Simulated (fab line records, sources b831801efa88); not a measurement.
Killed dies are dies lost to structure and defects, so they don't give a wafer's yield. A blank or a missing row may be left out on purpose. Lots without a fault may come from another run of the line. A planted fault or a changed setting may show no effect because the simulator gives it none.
A struck lot beside a sound one | flow sfq_line | 42 steps out of a route of 325
Sound: wafers L503.2, L503.3, L503.4. Struck: wafer L516.6. (L516.1, L516.5 of the same lot were not struck and are left out.) The cause comes at the end.
At each step with rows: each side's tool, then ch and its chambers, then its first start. Under that, the readings that differ: sound wafers | struck wafers | difference of the means | sigmas: that difference in standard deviations of wafers without a fault.
alike: readings whose means differ by less than 2 such deviations, and words and numbers that are the same on both sides. not compared: withheld readings, readings that some wafer has no value for, bounds like >300 that may hide the same value, and numbers for which the record gives no deviation and whose values overlap.
The two part at a step that has a row with sigmas, a row that says differs or no value, or rows on one side only. Numbers that don't overlap but have no deviation are shown without sigmas and don't part them. A reading that every wafer of one side lacks parts them only if that side has two wafers or more.

first, 3 steps without rows for these wafers: SFQ_TRILAYER_I4_VIA_LITHO_EXPOSE_104 (exposes mask I4, target cd 700 nm); SFQ_TRILAYER_I4_VIA_LITHO_PEB_106 (peb time 60 s); SFQ_TRILAYER_I4_VIA_LITHO_DEVELOP_105 (time 60 s).
SFQ_I4_OVL_MEAS_928:
  sound on overlay-02, day 60 17:35; struck on overlay-02, day 66 16:11
  alike: I4_OVL
then, 2 steps without rows for these wafers: SFQ_TRILAYER_I4_VIA_BARC_OPEN_VIA_ETCH_146 (etches BARC in O2, target depth 125 nm, time 41.7 s); SFQ_TRILAYER_I4_VIA_ETCH_VIA_ETCH_106 (etches SiO2 in CHF3, stops on Nb, target depth 260 nm).
SFQ_TRILAYER_I4_VIA_STRIP_STRIP_107: strips in O2.
  sound on rie_metal-02 ch 0,1, day 60 17:46; struck on rie_metal-04 ch 1, day 66 16:22
  alike: drypump_motor_current_A, oes_product_au
  not compared: rf_hours_counter_h
then, 3 steps without rows for these wafers: SFQ_TRILAYER_I4_VIA_STRIP_SOLV_CLEAN_108 (cleans in NMP, time 600 s); SFQ_TRILAYER_JJ_TRILAYER_DEP_PRE_CLEAN_113 (time 22.5 s); SFQ_TRILAYER_JJ_TRILAYER_DEP_SPUTTER_109 (material Nb, target thk 150 nm, time 100 s).
SFQ_TRILAYER_JJ_TRILAYER_DEP_SPUTTER_110: material Al, target thk 8 nm, time 10 s.
  sound on pvd_sputter-04, day 60 18:38; struck on pvd_sputter-04, day 66 17:14
  alike: cathode_dc_power_W, throttle_valve_pct
then, 1 step without rows for these wafers: SFQ_TRILAYER_JJ_TRILAYER_DEP_AL_OXIDATION_111 (oxidation time 600 s).
SFQ_TRILAYER_JJ_TRILAYER_DEP_SPUTTER_112: material Nb, target thk 170 nm, time 113.3 s.
  sound on pvd_sputter-04, day 60 19:40; struck on pvd_sputter-04, day 66 18:16
  reading                                                      | sound             | struck | difference | sigmas
  model.Nb_of_TRILAYER_JJ_TRILAYER_DEP_SPUTTER_112.thk_nm (nm) | 171.4 170.5 169.9 | 101.8  | -68.8      |
  alike: cathode_dc_power_W, throttle_valve_pct
SFQ_JJ_RS_MEAS_929: measures by four-point-probe.
  sound on film_metro-03, day 60 19:46; struck on film_metro-01, day 66 18:21
  reading           | sound             | struck | difference | sigmas
  JJ_NB_RS (ohm/sq) | 1.042 1.047 1.053 | 1.768  | +0.721     | +79
then, 6 steps without rows for these wafers: SFQ_TRILAYER_JJ_CE_LITHO_COAT_119 (resist thk 62 nm); SFQ_TRILAYER_JJ_CE_LITHO_COAT_114 (resist thk 600 nm); SFQ_TRILAYER_JJ_CE_LITHO_SOFTBAKE_118; SFQ_TRILAYER_JJ_CE_LITHO_EXPOSE_115 (exposes mask J5, target cd 700 nm); SFQ_TRILAYER_JJ_CE_LITHO_PEB_117 (peb time 58.27 s); SFQ_TRILAYER_JJ_CE_LITHO_DEVELOP_116 (time 60 s).
-- the record jumps here: 5 days lie between the struck wafers' starts before and after --
SFQ_JJ_OVL_MEAS_931:
  sound on overlay-02, day 65 15:44; struck on overlay-02, day 71 18:14
  alike: J5_OVL
SFQ_TRILAYER_JJ_CE_METRO_MEASURE_117:
  sound on cd_sem-01, day 65 15:58; struck on cd_sem-01, day 71 18:17
  alike: cd_nm
SFQ_TRILAYER_JJ_CE_BARC_OPEN_RIE_150: chemistry O2, target BARC, target depth 240 nm, time 80 s.
  sound on rie_metal-03 ch 0,1, day 65 16:58; struck on rie_metal-03 ch 0, day 71 19:29
  alike: drypump_motor_current_A, oes_product_au
  not compared: rf_hours_counter_h
SFQ_TRILAYER_JJ_CE_ETCH_RIE_118: chemistry SF6, target Nb, stops on Al2O3, time 97.7 s, target depth 170 nm.
  sound on rie_metal-03 ch 0,1, day 65 17:04; struck on rie_metal-03 ch 0, day 71 19:34
  reading               | sound             | struck | difference | sigmas
  oes_product_au (a.u.) | 0.990 0.993 0.983 | 0.738  | -0.251     | -40
  alike: drypump_motor_current_A
  not compared: rf_hours_counter_h
then, 1 step without rows for these wafers: SFQ_TRILAYER_JJ_ANODIZE_ANODIZE_119.
SFQ_TRILAYER_JJ_CE_STRIP_STRIP_120: strips in O2.
  sound on rie_metal-04 ch 0,1, day 65 17:40; struck on rie_metal-04 ch 0, day 71 20:10
  alike: drypump_motor_current_A, oes_product_au
  not compared: rf_hours_counter_h
then, 7 steps without rows for these wafers: SFQ_TRILAYER_JJ_CE_STRIP_SOLV_CLEAN_121 (cleans in NMP, time 600 s); SFQ_TRILAYER_M5_LITHO_COAT_128 (resist thk 62 nm); SFQ_TRILAYER_M5_LITHO_COAT_123 (resist thk 600 nm); SFQ_TRILAYER_M5_LITHO_SOFTBAKE_127; SFQ_TRILAYER_M5_LITHO_EXPOSE_124 (exposes mask M5, target cd 700 nm); SFQ_TRILAYER_M5_LITHO_PEB_126 (peb time 60 s); SFQ_TRILAYER_M5_LITHO_DEVELOP_125 (time 60 s).
-- the record jumps here: 5 days lie between the struck wafers' starts before and after --
SFQ_M5_OVL_MEAS_932:
  sound on overlay-02, day 70 19:19; struck on overlay-01, day 76 16:46
  alike: M5_OVL
then, 7 steps without rows for these wafers: SFQ_TRILAYER_M5_BARC_OPEN_METAL_ETCH_161 (etches BARC in O2, target depth 125 nm, time 41.7 s); SFQ_TRILAYER_M5_ETCH_METAL_ETCH_126 (etches Nb in Cl2/BCl3, stops on SiO2, time 203.2 s, target depth 265 nm); SFQ_TRILAYER_M5_STRIP_STRIP_127 (strips in O2); SFQ_TRILAYER_M5_STRIP_SOLV_CLEAN_128 (cleans in NMP, time 600 s); SFQ_TRILAYER_A5B_DEP_PECVD_129 (deposits SiO2 from SiH4/N2O, time 133.33 s, target thk 600 nm); SFQ_TRILAYER_A5B_CMP_CMP_130 (polishes, stops on Nb, target thk 340.7 nm); SFQ_TRILAYER_A5B_METRO_MEASURE_131.
-- the record jumps here: 5 days lie between the struck wafers' starts before and after --
SFQ_TRILAYER_C5_ETCH_VIA_ETCH_154: etches SiO2 in CHF3, stops on Nb, target depth 84 nm.
  sound on rie_diel-01 ch 0,2,3, day 77 07:38; struck on rie_diel-01 ch 0, day 81 10:00
  reading                                                      | sound             | struck | difference | sigmas
  model.Nb_of_TRILAYER_JJ_TRILAYER_DEP_SPUTTER_112.thk_nm (nm) | 161.3 160.4 159.9 | 91.74  | -68.79     |
  alike: drypump_motor_current_A, oes_product_au

WHERE THEY PART
First at SFQ_JJ_RS_MEAS_929; last, within this record, at SFQ_TRILAYER_JJ_CE_ETCH_RIE_118. Later steps at which nothing parts them and some readings are alike: SFQ_TRILAYER_JJ_CE_STRIP_STRIP_120, SFQ_M5_OVL_MEAS_932, SFQ_TRILAYER_C5_ETCH_VIA_ETCH_154.

WHY: what the simulator had put in
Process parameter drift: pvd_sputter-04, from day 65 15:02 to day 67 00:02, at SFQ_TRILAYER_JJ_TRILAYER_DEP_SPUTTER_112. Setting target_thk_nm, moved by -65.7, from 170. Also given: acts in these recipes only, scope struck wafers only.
